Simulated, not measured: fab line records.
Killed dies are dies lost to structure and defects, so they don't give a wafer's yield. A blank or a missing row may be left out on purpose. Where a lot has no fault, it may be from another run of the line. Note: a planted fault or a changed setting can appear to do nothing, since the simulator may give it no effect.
A lot that was struck, set against a sound lot | flow gf180mcu | 16 out of 602 route steps
Sound: the wafers L649.2, L649.4, L649.5. Struck: wafers L647.1, L647.4. (L647.2 of the same lot was not struck and is left out.) The cause comes at the end.
Order at every step that has rows: each side's tool, ch and its chambers, its first start. Under that, the readings that differ: sound wafers | struck wafers | difference of the means | sigmas: that difference in standard deviations of wafers without a fault.
alike: same words and numbers on both sides, and readings whose means sit less than 2 such deviations apart. not compared: any withheld reading, any reading some wafer has no value for, any bound like >300 that may hide the same value, and any number with overlapping values for which the record gives no deviation.
Wherever a step has rows on one side only, a row that says differs or no value, or a row with sigmas, the two part there. When numbers do not overlap yet have no deviation, they are printed without sigmas and do not part them. A reading missing from all wafers of one side parts the sides only when that side holds two or more wafers.

first, 5 steps without rows for these wafers: GF_M5_COAT_02 (resist thk 1000 nm); GF_M5_SOFTBAKE_03 (time 60 s); GF_M5_EXPOSE_04 (exposes mask Metal5, target cd 280 nm); GF_M5_PEB_05 (peb time 90 s); GF_M5_DEVELOP_06 (develop time 60 s).
GF_M5_CD_MEAS_07: the cd target is 280 nm.
  struck on cd sem-02, day 28 15:10; sound on cd sem-01, day 29 01:13
  reading    | sound             | struck      | difference | sigmas
  cd nm (nm) | 279.9 280.7 280.7 | 276.4 278.2 | -3.1       | -2
GF_M5_OVL_MEAS_08:
  struck on overlay-02, day 28 15:17; sound on overlay-02, day 29 01:20
  alike: M5_OVL
GF_M5_ETCH_09: etches Si3N4 in CF4/O2, target depth 52 nm, time 11.6 s.
  sound on rie diel-02 ch 0,3, day 29 01:22; struck on rie diel-01 ch 0,1, day 28 15:19
  reading               | sound             | struck      | difference | sigmas
  oes product au (a.u.) | 0.996 0.991 0.984 | 1.022 1.015 | +0.028     | +2
  alike: drypump motor current A, throttle valve pct
  not compared: rf hours counter h
GF_M5_METAL_ETCH_10: etches the open film in Cl2/BCl3, stops on SiO2, target depth 627.5 nm, time 104.6 s.
  sound on rie metal-03 ch 0,1, day 29 01:23; struck on rie metal-04 ch 0, day 28 15:21
  alike: drypump motor current A, oes product au, throttle valve pct
  not compared: rf hours counter h
GF_M5_STRIP_11: strips in O2/N2.
  sound on plasma asher-03 ch 0,1, day 29 01:29; struck on plasma asher-02 ch 0, day 28 15:28
  reading                     | sound       | struck  | difference | sigmas
  drypump motor current A (A) | 6.0 5.2 5.2 | 6.6 6.6 | +1.1       | +2
  alike: heater power w, oes product au, platen temp c, strip time to endpoint s
  not compared: rf hours counter h
then, 2 steps without rows for these wafers: GF_M5_STRIP_12 (strips in post etch residue remover, time 1200 s); GF_M5_CLEAN_13 (cleans in DIW).
GF_V5_CVD_00: deposits SiO2, target thk 300 nm, time 50 s.
  sound on hdpcvd-01 ch 0,1, day 29 02:04; struck on hdpcvd-02 ch 0, day 28 16:02
  reading                             | sound             | struck      | difference | sigmas
  sih4 flow sccm (sccm)               | 60.29 60.11 60.16 | 72.06 72.03 | +11.86     | +74
  model.SiO2_of_V5_CVD_00.thk nm (nm) | 300 296.7 299.4   | 367.1 368.1 | +68.9      |
  alike: susceptor temp C
GF_V5_THK_MEAS_01:
  struck on film metro-01, day 28 16:04; sound on film metro-04, day 29 02:07
  reading            | sound       | struck  | difference | sigmas
  V5_CVD_00_THK (nm) | 300 297 299 | 367 368 | +69        | +19
GF_V5_CVD_02: deposits SiO2 from TEOS, target thk 1450 nm, time 163.28 s.
  sound on pecvd-03 ch 0,2, day 29 02:10; struck on pecvd-02 ch 1, day 28 16:08
  reading              | sound                | struck        | difference | sigmas
  heater power w (W)   | 520 600 699          | 735 824       | +173       | +2
  susceptor temp C (C) | 400.00 400.59 400.15 | 399.75 399.78 | -0.48      | -2
-- the record jumps here: 3 days lie between the struck wafers' starts before and after (it left off in module V5 and takes up again in module PASSIVATION, whose first step shown is number 602 of the route) --
GF_PASSIVATION_PROBE_99:
  record: rows for the struck wafers here (prober-02, day 31 04:53), none for the sound ones

## WHERE THEY PART
First at GF_M5_CD_MEAS_07; last, within this record, at GF_PASSIVATION_PROBE_99.

WHY: the cause the simulator had injected
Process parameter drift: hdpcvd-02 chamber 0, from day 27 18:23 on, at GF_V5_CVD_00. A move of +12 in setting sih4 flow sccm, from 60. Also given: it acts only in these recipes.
